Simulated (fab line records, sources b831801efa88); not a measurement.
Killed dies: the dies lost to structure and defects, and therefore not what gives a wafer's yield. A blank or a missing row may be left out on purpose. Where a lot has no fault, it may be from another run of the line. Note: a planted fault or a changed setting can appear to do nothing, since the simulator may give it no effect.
fab line records	flow sky130	part 1 of 2: steps 1 to 34 of 35
record lots=7	wafers=21	last_day=48
route steps=708 shown SD_P@327 RES_XHIGH@332 SD_N@342 SALICIDE@361 PAD_OPEN@708
lots that met no fault: from a run of the same line without faults
start_h: the number of hours between the record's first day and the start of the first shown wafer of the lot	wait_h: time in hours since the lot's previous step	" the same as in the row above	L1.1+2: one row covering several wafers at once	- no value, or no start given	* or withheld: withheld	< > ~ a bound
route shown NAME@n: a module of which the file shows steps, and the number in the route of the first	usual: mean/standard deviation taken from wafers without a fault	same: alike in all rows	chamber/n: place in a boat	sites: readings site by site	_std_site: standard deviation across them	_edge_site: outer sites' mean less inner sites'	radius_mm: for every site, how far away it sits from the centre of the wafer	mask NAME#n: copy n	behind: tool/chamber where the wafer was last shaped	hold: why the lot was held/for how many hours/how that ended	device: the n, p or np transistor that did not switch	end of line: tests run on the same wafers once the route is complete	for a step that has no rows: nothing shown but its recipe	killed: the dies lost at the first sort to structure and to defects; this is not the yield of the wafer	map: a wafer's dies, marking killed ones x, the rest . and places with no die _
set.NAME: the setting the step ran with; set.NAME@STEP: the setting that earlier step ran with	model.NAME: the simulator's own value behind a step, which no gauge read
lots at some steps of the route; a table a step, a row a wafer
services: when a tool's chamber went out of use (start_h, in hours from the record's first day, below 0 if earlier), for how many hours, and the reason
## steps
# step SKY_SD_P_CD_MEAS_07
# recipe target_cd_nm=380
# usual cd_nm=379.9/2.4
lot.wafer	tool	chamber	start_h	wait_h	cd_nm
L321.1	cd_sem-02	-	601.97	0.1	378.5
L321.4	"	-	"	"	374.7
L321.5	"	-	"	"	376.4
L322.3	cd_sem-01	-	610.10	0.1	379.4
L322.4	"	-	"	"	379.7
L322.5	"	-	"	"	381.9
L324.1	cd_sem-01	-	637.33	0.1	379.2
L324.3	"	-	"	"	378.6
L324.5	"	-	"	"	379.3
L328.1	cd_sem-02	-	655.78	0.1	379.7
L328.4	"	-	"	"	382.2
L328.6	"	-	"	"	382.3
L330.1	cd_sem-02	-	678.78	0.1	381.8
L330.4	"	-	"	"	382.3
L330.5	"	-	"	"	382.8
L331.3	cd_sem-01	-	685.86	0.1	384.6
L331.5	"	-	"	"	379.5
L331.6	"	-	"	"	383.0
L332.3	cd_sem-02	-	690.77	0.1	382.1
L332.4	"	-	"	"	382.0
L332.6	"	-	"	"	381.6
# step SKY_SD_P_OVL_MEAS_08
# usual SD_P_OVL=0.2/1.6
lot.wafer	tool	chamber	start_h	wait_h	SD_P_OVL[nm]
L321.1	overlay-01	-	602.09	0.1	-2.1
L321.4	"	-	"	"	-0.2
L321.5	"	-	"	"	-2.3
L322.3	overlay-01	-	610.19	0.1	-1.5
L322.4	"	-	"	"	-1.0
L322.5	"	-	"	"	0.7
L324.1	overlay-02	-	637.45	0.1	0.6
L324.3	"	-	"	"	-1.1
L324.5	"	-	"	"	-0.3
L328.1	overlay-02	-	655.90	0.1	3.0
L328.4	"	-	"	"	1.7
L328.6	"	-	"	"	1.5
L330.1	overlay-01	-	678.91	0.1	-1.7
L330.4	"	-	"	"	-1.6
L330.5	"	-	"	"	-2.4
L331.3	overlay-01	-	685.95	0.1	-1.1
L331.5	"	-	"	"	-1.6
L331.6	"	-	"	"	-2.6
L332.3	overlay-01	-	690.86	0.1	0.6
L332.4	"	-	"	"	4.0
L332.6	"	-	"	"	1.2
# step SKY_SD_P_IMPLANT_09
# recipe species=BF2	energy_kev=20	dose_cm2=3e+15	tilt_deg=0
# step SKY_SD_P_STRIP_10
# recipe chemistry=O2/N2	power_w=1400	pressure_mtorr=1500	platen_temp_c=withheld	o2_flow_sccm=3000	n2_flow_sccm=300	overash_fraction=0.5
# usual drypump_motor_current_A=5.58/0.26	oes_product_au=0.617/0.0044	strip_time_to_endpoint_s=17.49/0.04
lot.wafer	tool	chamber	start_h	wait_h	drypump_motor_current_A	oes_product_au	rf_hours_counter_h	strip_time_to_endpoint_s
L321.1	plasma_asher-01	1	602.28	0.1	6.12	0.614	17	17.50
L321.4	"	1	"	"	6.13	0.619	-	17.52
L321.5	"	1	"	"	6.10	0.620	-	17.52
L322.3	plasma_asher-04	1	610.40	0.1	5.32	0.617	-	17.51
L322.4	"	0	"	"	5.65	0.623	-	17.54
L322.5	"	1	"	"	5.34	0.609	-	17.53
L324.1	plasma_asher-04	0	637.64	0.1	5.63	0.623	90	17.44
L324.3	"	0	"	"	5.61	0.613	-	17.46
L324.5	"	1	"	"	5.27	0.619	-	17.47
L328.1	plasma_asher-04	0	656.09	0.1	5.62	0.625	92	17.48
L328.4	"	1	"	"	5.34	0.620	-	17.48
L328.6	"	1	"	"	5.32	0.619	-	17.46
L330.1	plasma_asher-04	1	679.09	0.1	5.35	0.612	94	17.52
L330.4	"	0	"	"	5.62	0.623	-	17.54
L330.5	"	1	"	"	5.29	0.607	-	17.46
L331.3	plasma_asher-04	0	686.16	0.1	5.67	0.617	-	17.44
L331.5	"	0	"	"	5.65	0.619	-	17.49
L331.6	"	1	"	"	5.31	0.621	-	17.47
L332.3	plasma_asher-03	1	691.07	0.1	5.96	0.609	-	17.49
L332.4	"	0	"	"	5.43	0.620	-	17.48
L332.6	"	0	"	"	5.44	0.623	-	17.54
# step SKY_SD_P_TW_MEAS_11
# usual SD_P_TW=2843/18
lot.wafer	tool	chamber	start_h	wait_h	SD_P_TW
L321.1	film_metro-01	-	602.38	0.1	2833
L321.4	"	-	"	"	2846
L321.5	"	-	"	"	2833
L322.3	film_metro-01	-	610.48	0.1	2824
L322.4	"	-	"	"	2852
L322.5	"	-	"	"	2850
L324.1	film_metro-01	-	637.74	0.1	2836
L324.3	"	-	"	"	2840
L324.5	"	-	"	"	2837
L328.1	film_metro-02	-	656.19	0.1	2844
L328.4	"	-	"	"	2844
L328.6	"	-	"	"	2848
L330.1	film_metro-03	-	679.19	0.1	2869
L330.4	"	-	"	"	2873
L330.5	"	-	"	"	2877
L331.3	film_metro-01	-	686.25	0.1	2821
L331.5	"	-	"	"	2821
L331.6	"	-	"	"	2800
L332.3	film_metro-02	-	691.16	0.1	2829
L332.4	"	-	"	"	2834
L332.6	"	-	"	"	2832
# step SKY_RES_XHIGH_DEHYDRATE_00
# recipe temp_c=200	time_s=60
# step SKY_RES_XHIGH_HMDS_01
# recipe prime_time_s=60	prime_temp_c=120
# step SKY_RES_XHIGH_COAT_02
# recipe resist=NOVOLAK	spin_rpm=3000	resist_thk_nm=1140
# step SKY_RES_XHIGH_SOFTBAKE_03
# recipe temp_c=90	time_s=60	resist=NOVOLAK
# step SKY_RES_XHIGH_EXPOSE_04
# recipe mask_id=URPM	na=0.6	source_shape=conventional	sigma_outer=0.6	polarization=unpolarized	target_cd_nm=1270	dose_mj=140
# step SKY_RES_XHIGH_PEB_05
# recipe temp_c=withheld	time_s=*	resist=NOVOLAK
# step SKY_RES_XHIGH_DEVELOP_06
# recipe resist=NOVOLAK	developer=TMAH	develop_time_s=60	dev_temp_c=23
# step SKY_RES_XHIGH_IMPLANT_07
# recipe species=BF2	energy_kev=20	dose_cm2=3.6e+14	tilt_deg=0
# usual beam_on_s=33/3.2	implant_ion_amu=49/0
lot.wafer	tool	chamber	start_h	wait_h	beam_on_s	implant_ion_amu	model.implant.rp_nm	model.implant.drp_nm
L321.1	implanter-01	0	631.77	0.1	29	49	17.05	9.746
L321.4	"	0	"	"	29	49	17.05	9.746
L321.5	"	0	"	"	30	49	17.05	9.746
L322.3	implanter-01	0	639.37	0.1	30	49	16.88	9.746
L322.4	"	0	"	"	31	49	16.88	9.746
L322.5	"	0	"	"	29	49	16.88	9.746
L324.1	implanter-01	0	666.98	0.1	30	49	17.69	9.746
L324.3	"	0	"	"	28	49	17.69	9.746
L324.5	"	0	"	"	30	49	17.69	9.746
L328.1	implanter-02	0	684.81	0.1	36	49	17.51	9.746
L328.4	"	0	"	"	37	49	17.51	9.746
L328.6	"	0	"	"	36	49	17.51	9.746
L330.1	implanter-04	0	707.96	0.1	36	11	65.96	28.3
L330.4	"	0	"	"	36	11	65.96	28.3
L330.5	"	0	"	"	37	11	65.96	28.3
L331.3	implanter-01	0	715.21	0.1	31	11	63.09	28.3
L331.5	"	0	"	"	29	11	63.09	28.3
L331.6	"	0	"	"	30	11	63.09	28.3
L332.3	implanter-04	0	719.32	0.1	35	11	64.81	28.3
L332.4	"	0	"	"	35	11	64.81	28.3
L332.6	"	0	"	"	37	11	64.81	28.3
# step SKY_RES_XHIGH_STRIP_08
# recipe chemistry=O2/N2	power_w=1400	pressure_mtorr=1500	platen_temp_c=withheld	o2_flow_sccm=3000	n2_flow_sccm=300	overash_fraction=0.5
# usual drypump_motor_current_A=5.7/0.41	oes_product_au=0.711/0.0045	strip_time_to_endpoint_s=14.27/0.034
lot.wafer	tool	chamber	start_h	wait_h	drypump_motor_current_A	oes_product_au	rf_hours_counter_h	strip_time_to_endpoint_s
L321.1	plasma_asher-03	1	631.92	0.1	6.0	0.713	84	14.24
L321.4	"	0	"	"	5.4	0.715	-	14.22
L321.5	"	1	"	"	5.9	0.708	-	14.27
L322.3	plasma_asher-02	1	639.50	0.1	4.9	0.712	-	14.23
L322.4	"	0	"	"	6.0	0.708	-	14.26
L322.5	"	1	"	"	4.9	0.716	-	14.26
L324.1	plasma_asher-01	1	667.13	0.1	6.1	0.708	23	14.25
L324.3	"	0	"	"	5.5	0.712	-	14.23
L324.5	"	0	"	"	5.5	0.711	-	14.25
L328.1	plasma_asher-03	1	684.96	0.1	6.0	0.711	89	14.20
L328.4	"	1	"	"	6.0	0.706	-	14.26
L328.6	"	1	"	"	6.0	0.711	-	14.23
L330.1	plasma_asher-01	1	708.11	0.1	6.1	0.709	27	14.19
L330.4	"	1	"	"	6.1	0.717	-	14.19
L330.5	"	1	"	"	6.1	0.725	-	14.19
L331.3	plasma_asher-01	0	715.34	0.1	5.5	0.710	-	14.16
L331.5	"	1	"	"	6.1	0.713	-	14.22
L331.6	"	0	"	"	5.5	0.708	-	14.14
L332.3	plasma_asher-02	1	719.45	0.1	4.9	0.717	-	14.18
L332.4	"	0	"	"	6.0	0.713	-	14.14
L332.6	"	1	"	"	4.9	0.713	-	14.21
# step SKY_RES_XHIGH_TW_MEAS_09
# usual RES_XHIGH_TW=1648/12
lot.wafer	tool	chamber	start_h	wait_h	RES_XHIGH_TW
L321.1	film_metro-03	-	632.02	0.1	1656
L321.4	"	-	"	"	1661
L321.5	"	-	"	"	1664
L322.3	film_metro-03	-	639.59	0.1	1662
L322.4	"	-	"	"	1662
L322.5	"	-	"	"	1658
L324.1	film_metro-01	-	667.23	0.1	1632
L324.3	"	-	"	"	1641
L324.5	"	-	"	"	1632
L328.1	film_metro-03	-	685.06	0.1	1661
L328.4	"	-	"	"	1665
L328.6	"	-	"	"	1663
L330.1	film_metro-03	-	708.21	0.1	1078
L330.4	"	-	"	"	1079
L330.5	"	-	"	"	1086
L331.3	film_metro-01	-	715.43	0.1	1065
L331.5	"	-	"	"	1068
L331.6	"	-	"	"	1067
L332.3	film_metro-02	-	719.54	0.1	1074
L332.4	"	-	"	"	1072
L332.6	"	-	"	"	1065
# step SKY_SD_N_DEHYDRATE_00
# recipe temp_c=200	time_s=60
# step SKY_SD_N_HMDS_01
# recipe prime_time_s=60	prime_temp_c=120
# step SKY_SD_N_COAT_02
# recipe resist=NOVOLAK	spin_rpm=3000	resist_thk_nm=1140
# step SKY_SD_N_SOFTBAKE_03
# recipe temp_c=90	time_s=60	resist=NOVOLAK
# step SKY_SD_N_EXPOSE_04
# recipe mask_id=NSDM	na=0.6	source_shape=conventional	sigma_outer=0.6	polarization=unpolarized	target_cd_nm=380	dose_mj=141
# step SKY_SD_N_PEB_05
# recipe temp_c=withheld	time_s=*	resist=NOVOLAK
# step SKY_SD_N_DEVELOP_06
# recipe resist=NOVOLAK	developer=TMAH	develop_time_s=60	dev_temp_c=23
# step SKY_SD_N_CD_MEAS_07
# recipe target_cd_nm=380
# usual cd_nm=379.9/2.3
lot.wafer	tool	chamber	start_h	wait_h	cd_nm
L321.1	cd_sem-01	-	661.27	0.1	376.4
L321.4	"	-	"	"	378.9
L321.5	"	-	"	"	376.9
L322.3	cd_sem-01	-	668.56	0.1	380.4
L322.4	"	-	"	"	382.2
L322.5	"	-	"	"	379.6
L324.1	cd_sem-02	-	695.92	0.1	378.2
L324.3	"	-	"	"	376.7
L324.5	"	-	"	"	377.6
L328.1	cd_sem-02	-	713.52	0.1	378.8
L328.4	"	-	"	"	379.2
L328.6	"	-	"	"	377.1
L330.1	cd_sem-01	-	736.46	0.1	382.2
L330.4	"	-	"	"	378.7
L330.5	"	-	"	"	380.6
L331.3	cd_sem-01	-	744.21	0.1	380.2
L331.5	"	-	"	"	377.7
L331.6	"	-	"	"	378.4
L332.3	cd_sem-02	-	748.06	0.1	376.3
L332.4	"	-	"	"	376.0
L332.6	"	-	"	"	375.1
# step SKY_SD_N_OVL_MEAS_08
# usual SD_N_OVL=0.2/1.8
lot.wafer	tool	chamber	start_h	wait_h	SD_N_OVL[nm]
L321.1	overlay-02	-	661.39	0.1	0.9
L321.4	"	-	"	"	0.2
L321.5	"	-	"	"	1.5
L322.3	overlay-02	-	668.65	0.1	1.4
L322.4	"	-	"	"	0.8
L322.5	"	-	"	"	1.4
L324.1	overlay-01	-	696.04	0.1	1.3
L324.3	"	-	"	"	-0.2
L324.5	"	-	"	"	0.8
L328.1	overlay-02	-	713.64	0.1	0.2
L328.4	"	-	"	"	-1.3
L328.6	"	-	"	"	0.9
L330.1	overlay-01	-	736.58	0.1	-2.6
L330.4	"	-	"	"	-2.0
L330.5	"	-	"	"	-1.6
L331.3	overlay-01	-	744.30	0.1	0.1
L331.5	"	-	"	"	-1.4
L331.6	"	-	"	"	-1.9
L332.3	overlay-02	-	748.15	0.1	2.6
L332.4	"	-	"	"	2.3
L332.6	"	-	"	"	1.7
# step SKY_SD_N_IMPLANT_09
# recipe species=As	energy_kev=50	dose_cm2=4e+15	tilt_deg=0
# step SKY_SD_N_IMPLANT_10
# recipe species=P	energy_kev=20	dose_cm2=1e+14	tilt_deg=0
# step SKY_SD_N_STRIP_11
# recipe chemistry=O2/N2	power_w=1400	pressure_mtorr=1500	platen_temp_c=withheld	o2_flow_sccm=3000	n2_flow_sccm=300	overash_fraction=0.5
# usual drypump_motor_current_A=5.6/0.34	oes_product_au=0.528/0.0048	strip_time_to_endpoint_s=22.55/0.047
lot.wafer	tool	chamber	start_h	wait_h	drypump_motor_current_A	oes_product_au	rf_hours_counter_h	strip_time_to_endpoint_s
L321.1	plasma_asher-02	0	661.73	0.1	6.0	0.524	52	22.50
L321.4	"	1	"	"	4.9	0.527	-	22.59
L321.5	"	1	"	"	4.9	0.526	-	22.56
L322.3	plasma_asher-04	1	669.01	0.1	5.4	0.531	-	22.61
L322.4	"	0	"	"	5.7	0.524	-	22.58
L322.5	"	1	"	"	5.3	0.531	-	22.55
L324.1	plasma_asher-03	1	696.38	0.1	6.0	0.528	90	22.60
L324.3	"	0	"	"	5.5	0.530	-	22.59
L324.5	"	1	"	"	6.0	0.529	-	22.57
L328.1	plasma_asher-03	1	713.98	0.1	5.9	0.528	92	22.59
L328.4	"	1	"	"	6.0	0.530	-	22.55
L328.6	"	1	"	"	5.9	0.524	-	22.63
L330.1	plasma_asher-03	1	736.91	0.1	6.0	0.526	95	22.57
L330.4	"	1	"	"	5.9	0.535	-	22.57
L330.5	"	0	"	"	5.5	0.524	-	22.53
L331.3	plasma_asher-02	1	744.66	0.1	4.9	0.519	-	22.57
L331.5	"	0	"	"	6.0	0.531	-	22.55
L331.6	"	1	"	"	4.9	0.525	-	22.54
L332.3	plasma_asher-02	1	748.51	0.1	4.9	0.527	-	22.59
L332.4	"	0	"	"	6.0	0.535	-	22.62
L332.6	"	1	"	"	4.9	0.530	-	22.60
# step SKY_SD_N_TW_MEAS_12
# usual SD_N_TW=4004/32
lot.wafer	tool	chamber	start_h	wait_h	SD_N_TW
L321.1	film_metro-01	-	661.83	0.1	3981
L321.4	"	-	"	"	3993
L321.5	"	-	"	"	3978
L322.3	film_metro-01	-	669.09	0.1	4004
L322.4	"	-	"	"	3985
L322.5	"	-	"	"	3992
L324.1	film_metro-01	-	696.48	0.1	3991
L324.3	"	-	"	"	3985
L324.5	"	-	"	"	3973
L328.1	film_metro-01	-	714.08	0.1	4003
L328.4	"	-	"	"	3993
L328.6	"	-	"	"	4001
L330.1	film_metro-03	-	737.04	0.1	4024
L330.4	"	-	"	"	4067
L330.5	"	-	"	"	4050
L331.3	film_metro-03	-	744.75	0.1	4058
L331.5	"	-	"	"	4059
L331.6	"	-	"	"	4074
L332.3	film_metro-02	-	748.60	0.1	3992
L332.4	"	-	"	"	3994
L332.6	"	-	"	"	3999
# step SKY_SD_N_CLEAN_13
# recipe chemistry=SC1/SC2	mix=1:4:20	temp_c=70	time_s=150	dry=n2_spin
# step SKY_SD_N_RTA_14
# recipe temp_c=1075	time_s=2	idle_temp_c=650	ramp_up_c_per_s=150	ramp_down_c_per_s=90	ambient=N2
# usual lamp_power_pct=15.73/0.053	wafer_temp_C_max=1077.9/1.2
# same time_s=2
lot.wafer	tool	chamber	start_h	wait_h	lamp_power_pct	wafer_temp_C_max
L321.1	rtp_anneal-01	0	661.94	0.0	15.78	1076.3
L321.4	"	0	"	"	15.75	1078.7
L321.5	"	0	"	"	15.78	1079.2
L322.3	rtp_anneal-01	0	669.20	0.0	15.76	1077.5
L322.4	"	0	"	"	15.85	1077.5
L322.5	"	0	"	"	15.72	1077.1
L324.1	rtp_anneal-02	0	696.60	0.0	15.77	1077.0
L324.3	"	0	"	"	15.73	1077.6
L324.5	"	0	"	"	15.67	1080.4
L328.1	rtp_anneal-01	0	714.19	0.0	15.74	1077.7
L328.4	"	0	"	"	15.80	1077.5
L328.6	"	0	"	"	15.76	1078.6
L330.1	rtp_anneal-01	0	737.15	0.0	15.75	1078.9
L330.4	"	0	"	"	15.67	1078.8
L330.5	"	0	"	"	15.76	1076.2
L331.3	rtp_anneal-02	0	744.85	0.0	15.72	1077.9
L331.5	"	0	"	"	15.86	1076.9
L331.6	"	0	"	"	15.68	1079.2
L332.3	rtp_anneal-01	0	748.70	0.0	15.77	1079.9
L332.4	"	0	"	"	15.76	1076.6
L332.6	"	0	"	"	15.75	1079.2
# step SKY_SD_N_RS_MEAS_16
# recipe thk_meas_gauge=four-point-probe
# usual SD_N_RS=68.58/0.12
lot.wafer	tool	chamber	start_h	wait_h	SD_N_RS[ohm/sq]
L321.1	film_metro-01	-	662.11	0.1	68.56
L321.4	"	-	"	"	68.40
L321.5	"	-	"	"	68.47
L322.3	film_metro-03	-	669.40	0.1	68.54
L322.4	"	-	"	"	68.61
L322.5	"	-	"	"	68.57
L324.1	film_metro-02	-	696.79	0.1	68.41
L324.3	"	-	"	"	68.56
L324.5	"	-	"	"	68.48
L328.1	film_metro-02	-	714.36	0.1	68.56
L328.4	"	-	"	"	68.48
L328.6	"	-	"	"	68.31
L330.1	film_metro-01	-	737.38	0.1	68.68
L330.4	"	-	"	"	68.63
L330.5	"	-	"	"	68.68
L331.3	film_metro-01	-	745.05	0.1	68.53
L331.5	"	-	"	"	68.49
L331.6	"	-	"	"	68.57
L332.3	film_metro-03	-	748.90	0.1	68.53
L332.4	"	-	"	"	68.58
L332.6	"	-	"	"	68.62
# step SKY_SD_N_RS_MEAS_17
# recipe thk_meas_gauge=four-point-probe
# usual SD_P_RS=147.2/0.4
lot.wafer	tool	chamber	start_h	wait_h	SD_P_RS[ohm/sq]
L321.1	film_metro-01	-	662.23	0.1	146.9
L321.4	"	-	"	"	146.7
L321.5	"	-	"	"	147.3
L322.3	film_metro-03	-	669.52	0.1	147.3
L322.4	"	-	"	"	147.2
L322.5	"	-	"	"	147.1
L324.1	film_metro-02	-	696.91	0.1	147.4
L324.3	"	-	"	"	147.9
L324.5	"	-	"	"	147.4
L328.1	film_metro-02	-	714.48	0.1	146.9
L328.4	"	-	"	"	146.5
L328.6	"	-	"	"	146.7
L330.1	film_metro-01	-	737.50	0.1	147.3
L330.4	"	-	"	"	147.6
L330.5	"	-	"	"	147.4
L331.3	film_metro-01	-	745.17	0.1	146.6
L331.5	"	-	"	"	146.1
L331.6	"	-	"	"	146.6
L332.3	film_metro-03	-	749.02	0.1	147.4
L332.4	"	-	"	"	147.0
L332.6	"	-	"	"	146.8
# step SKY_SD_N_RS_MEAS_18
# recipe thk_meas_gauge=four-point-probe
# usual RES_XHIGH_RS=333.7/1.4
lot.wafer	tool	chamber	start_h	wait_h	RES_XHIGH_RS[ohm/sq]
L321.1	film_metro-01	-	662.35	0.1	335.0
L321.4	"	-	"	"	335.0
L321.5	"	-	"	"	334.4
L322.3	film_metro-03	-	669.64	0.1	334.5
L322.4	"	-	"	"	334.3
L322.5	"	-	"	"	333.0
L324.1	film_metro-02	-	697.03	0.1	334.2
L324.3	"	-	"	"	334.1
L324.5	"	-	"	"	335.1
L328.1	film_metro-02	-	714.60	0.1	332.7
L328.4	"	-	"	"	331.0
L328.6	"	-	"	"	331.6
L330.1	film_metro-01	-	737.62	0.1	258.4
L330.4	"	-	"	"	257.8
L330.5	"	-	"	"	258.9
L331.3	film_metro-01	-	745.29	0.1	259.2
L331.5	"	-	"	"	260.0
L331.6	"	-	"	"	259.0
L332.3	film_metro-03	-	749.14	0.1	259.5
L332.4	"	-	"	"	259.8
L332.6	"	-	"	"	259.2
# step SKY_SALICIDE_CLEAN_00
# recipe chemistry=HF-last	time_s=30	dilution=100:1	dry=ipa_marangoni
## key
first_sign step=SKY_RES_XHIGH_IMPLANT_07	reading=implant_ion_amu	direction=down	sigmas=99+	usual=49	struck=11
effect step=SKY_RES_XHIGH_STRIP_08	reading=strip_time_to_endpoint_s	direction=down	sigmas=2.6	usual=*	struck=*
effect step=SKY_RES_XHIGH_TW_MEAS_09	reading=RES_XHIGH_TW	direction=down	sigmas=49	usual=1648	struck=1072
effect step=SKY_SD_N_RS_MEAS_18	reading=RES_XHIGH_RS	direction=down	sigmas=53	usual=333.7	struck=259.1
model_effect step=SKY_RES_XHIGH_IMPLANT_07	value=implant.rp_nm	without=17.03	struck=64.62
model_effect step=SKY_PAD_OPEN_PROBE_99	value=etest.res_xhigh_po.line_ohm_um	without=5595	struck=4939
met_at SKY_RES_XHIGH_IMPLANT_07
struck_wafers L330.1,L330.4,L330.5,L331.3,L331.5,L331.6,L332.3,L332.4,L332.6
tester_left_out L330,L331,L332
onset_between 684.81 707.96
fault kind=wrong_recipe_download	tool=implanter-01,implanter-02,implanter-04	chamber=-	onset_h=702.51	steps=SKY_RES_XHIGH_IMPLANT_07	wrong_recipe.not_listed=1
# tester_left_out: of these lots the tester's yield and bins aren't shown, on N5 and GAA mostly nor the transistor test; their killed dies are dies lost to structure and defects alone, not to doping, threshold or leakage, so they don't give the yield
